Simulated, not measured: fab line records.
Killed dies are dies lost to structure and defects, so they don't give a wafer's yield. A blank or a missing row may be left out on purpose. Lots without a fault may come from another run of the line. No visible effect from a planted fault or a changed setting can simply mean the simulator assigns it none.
8D (eight disciplines) problem report, filled in by code + flow gf180mcu + the parts of the form that need people (team, actions taken, sign-off) are left out

== 1. PROBLEM STATEMENT ==
Wafers without a fault read 140.0 W, standard deviation 0.37; bias_w at GF_M5_METAL_ETCH_10 reads a mean of 150.1 W on 6 wafers belonging to 2 lots. Measured from the usual mean, that is +27 standard deviations.
The step: etches the open film in Cl2/BCl3, stops on SiO2, target depth 750.8 nm, time 125.1 s.
The first sign was on wafer L569.2 at day 28 16:11, on rie_metal-02. At this step, 42 wafers from 14 lots have a number in the record. By rule, "out" or "out of limits" means more than 4 standard deviations away from the usual mean. The rest of the wafers with a number are treated as sound.

== 2. WHAT IT IS; WHAT IT IS NOT ==
| question                    | is                     | is not                                                                                                              |
|-----------------------------|------------------------|---------------------------------------------------------------------------------------------------------------------|
| which readings at this step | bias_w                 | drypump_motor_current_A, he_backside_leak_sccm, oes_product_au, throttle_valve_pct                                  |
| which lots                  | L569, L570             | L562, L565, L566, L576, L578, L579, L580, L581, L582, L583, L584, L585                                              |
| which wafers of those lots  | all that have a number | -                                                                                                                   |
| read on which tools         | rie_metal-02           | rie_metal-01, rie_metal-04                                                                                          |
| when                        | from day 28 16:11      | up to then (9 sound wafers); but 27 sound wafers of L576, L578, L579, L580, L581, L582, L583, L584, L585 came after |

== 3. THE SUSPECTS, EACH WITH WHAT RULES IT OUT ==
Counting: a tool stays on the suspect list if, at a process step up to the reading, it processed all lots that are out and no sound lot following the first of them.
- rie_metal-02 at GF_M5_METAL_ETCH_10 (etches the open film in Cl2/BCl3, stops on SiO2, target depth 750.8 nm, time 125.1 s): ruled out as a lasting fault. Sound lots L584 ran on it after its first lot that is out, L569 (day 28 16:11).
Left after counting: nothing in the record.

== 4. THE CAUSE (what the simulator had put in) ==
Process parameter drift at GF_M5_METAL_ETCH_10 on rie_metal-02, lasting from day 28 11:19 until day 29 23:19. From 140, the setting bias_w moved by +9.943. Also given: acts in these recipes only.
Counting ruled it out, wrongly.

== 5. THE EFFECT CHAIN, in route order ==
Each row: a reading where the mean over the struck wafers with a number is more than 3 standard deviations away from the usual. Only readings whose record carries a usual standard deviation are examined. hours: median over the lots of the time between each lot's start at the first step of this table that gives one and its start at this step. sigmas: the change, counted in usual standard deviations.
| hours | step                | reading | usual   | on struck wafers | change | sigmas |
|-------|---------------------|---------|---------|------------------|--------|--------|
| 0     | GF_M5_METAL_ETCH_10 | bias_w  | 140.0 W | 150.1            | +10.1  | +27    |
Process steps it contains:
- GF_M5_METAL_ETCH_10: etches the open film in Cl2/BCl3, stops on SiO2, target depth 750.8 nm, time 125.1 s.

== 6. HOW IT WOULD HAVE BEEN CAUGHT EARLIER ==
5 hours passed between the start of the fault at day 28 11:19 and the first reading out of limits in this record, taken at day 28 16:11.
